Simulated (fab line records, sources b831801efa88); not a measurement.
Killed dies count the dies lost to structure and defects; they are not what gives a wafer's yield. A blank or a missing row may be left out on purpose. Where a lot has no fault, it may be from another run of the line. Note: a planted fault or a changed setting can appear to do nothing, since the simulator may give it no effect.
What tool caused it? | flow sky130 | 24 lots with 72 wafers sampled at 5 steps, on a route of 708 steps

## WHAT THE GAUGES SHOWED, per wafer
SKY_POLY_GATE_OVL_MEAS_14. Usual: POLY_GATE_OVL -2 nm, standard deviation 5.5.
lot  | measured     | on         | POLY_GATE_OVL (nm) | flag
L074 | day 15 23:40 | overlay-02 | 6 8 15             |
L075 | day 16 08:03 | overlay-01 | 5 5 2              |
L076 | day 16 18:55 | overlay-02 | 5 -13 -1           |
L077 | day 18 13:17 | overlay-02 | 2 0 1              |
L079 | day 19 02:52 | overlay-02 | 0 5 1              |
L078 | day 19 08:25 | overlay-02 | -4 6 0             |
L080 | day 19 11:31 | overlay-01 | -7 -7 2            |
L081 | day 19 20:40 | overlay-02 | -8 -7 -7           |
L082 | day 20 02:36 | overlay-01 | -12 -10 0          |
L084 | day 20 04:47 | overlay-01 | -7 -8 4            |
L083 | day 20 05:29 | overlay-02 | -1 0 -9            |
L086 | day 21 00:16 | overlay-01 | -6 -4 -10          |
L085 | day 21 04:53 | overlay-01 | 2 0 -4             |
L087 | day 21 08:46 | overlay-02 | -5 4 -10           |
L088 | day 21 15:50 | overlay-02 | -5 -4 -10          |
L089 | day 21 23:59 | overlay-01 | -2 -3 0            |
L090 | day 22 04:25 | overlay-01 | 4 -4 -4            |
L091 | day 22 11:37 | overlay-01 | 5 -4 -3            |
L092 | day 22 20:56 | overlay-01 | 1 -10 0            |
L093 | day 23 03:41 | overlay-01 | -6 -13 1           |
L094 | day 23 19:16 | overlay-02 | -1 4 -2            |
L095 | day 24 02:40 | overlay-02 | 1 -4 -2            |
L096 | day 24 06:14 | overlay-02 | 2 -2 0             |
L097 | day 24 16:23 | overlay-01 | 0 -9 -3            |

SKY_CAP2M_RS_MEAS_03: measures by four-point-probe. Usual: CAP2M_TIN_RS 6.92 ohm/sq, standard deviation 0.066.
lot  | measured     | on            | CAP2M_TIN_RS (ohm/sq) | flag
L074 | day 39 10:44 | film-metro-03 | 6.94 7.01 6.94        |
L075 | day 39 11:44 | film-metro-03 | 6.91 6.91 6.91        |
L076 | day 40 01:45 | film-metro-01 | 6.95 6.89 6.93        |
L077 | day 41 15:58 | film-metro-02 | 7.00 6.94 6.93        |
L079 | day 41 23:52 | film-metro-02 | 6.86 6.81 6.86        |
L078 | day 42 02:37 | film-metro-02 | 6.80 6.84 6.90        |
L080 | day 42 07:15 | film-metro-02 | 6.91 6.87 6.88        |
L081 | day 42 12:44 | film-metro-03 | 6.90 6.94 6.96        |
L082 | day 42 16:37 | film-metro-01 | 6.93 6.94 6.91        |
L084 | day 42 20:34 | film-metro-02 | 6.97 6.99 6.99        |
L083 | day 42 21:59 | film-metro-02 | 6.97 6.97 6.99        |
L086 | day 43 08:54 | film-metro-02 | 6.87 6.79 6.80        |
L085 | day 43 12:05 | film-metro-03 | 6.90 6.92 6.87        |
L087 | day 43 14:20 | film-metro-02 | 6.79 6.77 6.81        |
L088 | day 43 22:01 | film-metro-02 | 6.91 6.85 6.89        |
L089 | day 44 01:42 | film-metro-03 | 6.96 6.96 6.96        |
L090 | day 44 09:21 | film-metro-03 | 6.94 6.90 6.89        |
L091 | day 44 10:50 | film-metro-03 | 6.89 6.93 6.86        |
L092 | day 44 18:36 | film-metro-02 | 6.91 6.87 6.95        |
L093 | day 44 22:53 | film-metro-02 | 7.00 6.93 6.95        |
L094 | day 45 11:09 | film-metro-03 | 7.02 7.00 7.02        |
L095 | day 45 16:17 | film-metro-03 | 6.92 6.89 6.93        |
L096 | day 45 16:39 | film-metro-03 | 6.99 6.98 7.05        |
L097 | day 45 23:18 | film-metro-03 | 7.05 6.99 6.94        |

## WHICH TOOL RAN EACH LOT (tool, then ch and the chambers of the sampled wafers, then the start)
lot  | SKY_CONTACT_CMP_04            | SKY_VIA3_ETCH_15                   | SKY_METAL4_SPUTTER_04
L074 | cmp-02 ch 1,2,3, day 30 00:34 | rie-diel-04 ch 0,1,2, day 39 08:35 | pvd-sputter-04, day 39 10:29
L075 | cmp-01 ch 2,3, day 30 04:45   | rie-diel-04 ch 0,2, day 39 09:58   | pvd-sputter-01, day 39 11:29
L076 | cmp-01 ch 0,1,2, day 30 19:42 | rie-diel-04 ch 1,2, day 40 00:02   | pvd-sputter-01, day 40 01:29
L077 | cmp-01 ch 1,3, day 32 12:34   | rie-diel-03 ch 1,2, day 41 14:16   | pvd-sputter-04, day 41 15:41
L079 | cmp-01 ch 2,3, day 32 23:20   | rie-diel-03 ch 1,3, day 41 22:08   | pvd-sputter-04, day 41 23:36
L078 | cmp-01 ch 2,3, day 33 03:27   | rie-diel-03 ch 1,2,3, day 42 00:52 | pvd-sputter-02, day 42 02:19
L080 | cmp-02 ch 0,2, day 33 05:52   | rie-diel-03 ch 1,3, day 42 05:35   | pvd-sputter-01, day 42 07:01
L081 | cmp-01 ch 2,3, day 33 13:39   | rie-diel-04 ch 2,3, day 42 11:04   | pvd-sputter-02, day 42 12:30
L082 | cmp-01 ch 0,3, day 33 17:12   | rie-diel-01 ch 1,2,3, day 42 14:49 | pvd-sputter-02, day 42 16:20
L084 | cmp-01 ch 1,2,3, day 33 23:24 | rie-diel-03 ch 1,2,3, day 42 18:44 | pvd-sputter-04, day 42 20:17
L083 | cmp-02 ch 0,1,3, day 33 23:35 | rie-diel-04 ch 0,1,2, day 42 20:13 | pvd-sputter-01, day 42 21:41
L086 | cmp-01 ch 0,1, day 34 14:15   | rie-diel-04 ch 0,1, day 43 07:14   | pvd-sputter-01, day 43 08:39
L085 | cmp-01 ch 2,3, day 34 16:50   | rie-diel-01 ch 0,2,3, day 43 10:26 | pvd-sputter-01, day 43 11:51
L087 | cmp-02 ch 1,3, day 34 20:09   | rie-diel-03 ch 0,2,3, day 43 12:31 | pvd-sputter-01, day 43 14:04
L088 | cmp-01 ch 0,2,3, day 35 05:22 | rie-diel-01 ch 1,2,3, day 43 20:14 | pvd-sputter-04, day 43 21:46
L089 | cmp-02 ch 0,1,2, day 35 09:48 | rie-diel-04 ch 0,1,2, day 43 23:29 | pvd-sputter-01, day 44 01:28
L090 | cmp-01 ch 1,2,3, day 35 16:53 | rie-diel-03 ch 1,2,3, day 44 07:41 | pvd-sputter-02, day 44 09:07
L091 | cmp-01 ch 1,3, day 35 19:56   | rie-diel-03 ch 0,2,3, day 44 09:10 | pvd-sputter-02, day 44 10:35
L092 | cmp-01 ch 1,2, day 36 03:38   | rie-diel-04 ch 1,2,3, day 44 16:56 | pvd-sputter-01, day 44 18:22
L093 | cmp-02 ch 1,2,3, day 36 09:17 | rie-diel-03 ch 0,1,3, day 44 21:13 | pvd-sputter-01, day 44 22:38
L094 | cmp-02 ch 1,3, day 36 23:45   | rie-diel-01 ch 0,3, day 45 09:20   | pvd-sputter-04, day 45 10:55
L095 | cmp-01 ch 0,1,3, day 37 05:11 | rie-diel-04 ch 0,1, day 45 14:37   | pvd-sputter-01, day 45 16:03
L096 | cmp-01 ch 0,1,3, day 37 09:25 | rie-diel-01 ch 0,1,2, day 45 14:59 | pvd-sputter-02, day 45 16:25
L097 | cmp-01 ch 0,1,3, day 37 16:49 | rie-diel-01 ch 1,2,3, day 45 21:38 | pvd-sputter-02, day 45 23:04
- SKY_CONTACT_CMP_04: polishes SiO2.
- SKY_VIA3_ETCH_15: etches SiO2 in C4F8/O2/Ar, stops on TiN, target depth 507 nm, time 78 s.
- SKY_METAL4_SPUTTER_04: material TiN, target thk 70 nm, time 58.3 s.

## AS READ BY THE TOOLS THEMSELVES (means over the sampled wafers that have a number; for cases with no such wafer, the mark the record gives instead)
SKY_CONTACT_CMP_04. Usual: motor-current-A 11.1 A, standard deviation 1.1; time-to-endpoint-s 83 s, standard deviation 3.5.
lot  | tool   | motor-current-A (A) | time-to-endpoint-s (s) | flag
L074 | cmp-02 | 11.4                | 84                     |
L075 | cmp-01 | 10.0                | 83                     |
L076 | cmp-01 | 11.5                | 84                     |
L077 | cmp-01 | 11.3                | 81                     |
L079 | cmp-01 | 10.5                | 84                     |
L078 | cmp-01 | 10.4                | 86                     |
L080 | cmp-02 | 11.2                | 82                     |
L081 | cmp-01 | 9.8                 | 79                     |
L082 | cmp-01 | 11.7                | 81                     |
L084 | cmp-01 | 10.4                | 79                     |
L083 | cmp-02 | 11.7                | 83                     |
L086 | cmp-01 | 12.4                | 84                     |
L085 | cmp-01 | 10.1                | 86                     |
L087 | cmp-02 | 11.1                | 80                     |
L088 | cmp-01 | 11.1                | 84                     |
L089 | cmp-02 | 11.0                | 83                     |
L090 | cmp-01 | 10.7                | 83                     |
L091 | cmp-01 | 11.4                | 87                     |
L092 | cmp-01 | 9.9                 | 85                     |
L093 | cmp-02 | 11.4                | 75                     |
L094 | cmp-02 | 11.4                | 76                     |
L095 | cmp-01 | 11.5                | 88                     |
L096 | cmp-01 | 11.5                | 84                     |
L097 | cmp-01 | 11.6                | 82                     |

SKY_VIA3_ETCH_15. Usual: oes-product-au reads 0.935 a.u. (standard deviation 0.0048).
lot  | tool        | oes-product-au (a.u.) | flag
L074 | rie-diel-04 | 0.931                 |
L075 | rie-diel-04 | 0.934                 |
L076 | rie-diel-04 | 0.940                 |
L077 | rie-diel-03 | 0.935                 |
L079 | rie-diel-03 | 0.932                 |
L078 | rie-diel-03 | 0.936                 |
L080 | rie-diel-03 | 0.938                 |
L081 | rie-diel-04 | 0.941                 |
L082 | rie-diel-01 | 0.934                 |
L084 | rie-diel-03 | 0.936                 |
L083 | rie-diel-04 | 0.933                 |
L086 | rie-diel-04 | 0.932                 |
L085 | rie-diel-01 | 0.934                 |
L087 | rie-diel-03 | 0.937                 |
L088 | rie-diel-01 | 0.938                 |
L089 | rie-diel-04 | 0.935                 |
L090 | rie-diel-03 | 0.938                 |
L091 | rie-diel-03 | 0.939                 |
L092 | rie-diel-04 | 0.934                 |
L093 | rie-diel-03 | 0.936                 |
L094 | rie-diel-01 | 0.934                 |
L095 | rie-diel-04 | 0.938                 |
L096 | rie-diel-01 | 0.933                 |
L097 | rie-diel-01 | 0.936                 |

SKY_METAL4_SPUTTER_04. Usual: cathode-dc-power-W 6500.0 W, standard deviation 1.3; throttle-valve-pct 29.7 %, standard deviation 1.1.
lot  | tool           | cathode-dc-power-W (W) | throttle-valve-pct (%) | flag
L074 | pvd-sputter-04 | 6498.6                 | 28.3                   |
L075 | pvd-sputter-01 | 6500.5                 | 29.3                   |
L076 | pvd-sputter-01 | 6499.8                 | 30.0                   |
L077 | pvd-sputter-04 | 6499.5                 | 29.3                   |
L079 | pvd-sputter-04 | 6500.7                 | 28.2                   |
L078 | pvd-sputter-02 | 6502.1                 | 30.6                   |
L080 | pvd-sputter-01 | 6499.7                 | 29.6                   |
L081 | pvd-sputter-02 | 6499.2                 | 30.0                   |
L082 | pvd-sputter-02 | 6499.6                 | 30.5                   |
L084 | pvd-sputter-04 | 6501.3                 | 28.8                   |
L083 | pvd-sputter-01 | 6499.9                 | 29.3                   |
L086 | pvd-sputter-01 | 6500.1                 | 30.3                   |
L085 | pvd-sputter-01 | 6501.3                 | 29.6                   |
L087 | pvd-sputter-01 | 6499.6                 | 29.1                   |
L088 | pvd-sputter-04 | 6499.5                 | 29.4                   |
L089 | pvd-sputter-01 | 6500.1                 | 29.2                   |
L090 | pvd-sputter-02 | 6500.0                 | 30.7                   |
L091 | pvd-sputter-02 | 6499.6                 | 31.4                   |
L092 | pvd-sputter-01 | 6499.5                 | 29.3                   |
L093 | pvd-sputter-01 | 6500.8                 | 29.5                   |
L094 | pvd-sputter-04 | 6500.5                 | 28.6                   |
L095 | pvd-sputter-01 | 6499.5                 | 29.6                   |
L096 | pvd-sputter-02 | 6499.5                 | 30.4                   |
L097 | pvd-sputter-02 | 6500.4                 | 30.1                   |

## THE ANSWER, worked out from the rows above alone
Rule: a lot counts as off when the mean over its wafers that have a number is more than 3 standard deviations away from the usual mean. Also off: a lot with no number at a reading for which 4 or more lots have one. The other lots that the step has rows for count as sound. Order of review: gauges by route order, followed by the tools' own readings, for which a lot's mean as printed above is used. The first step at which some lot is off is used, and at that step the reading that is off furthest; a lot without a number counts as furthest.
None of the lots is off at any reading shown; this tells nothing.

## WHAT THE SIMULATOR HAD PUT IN
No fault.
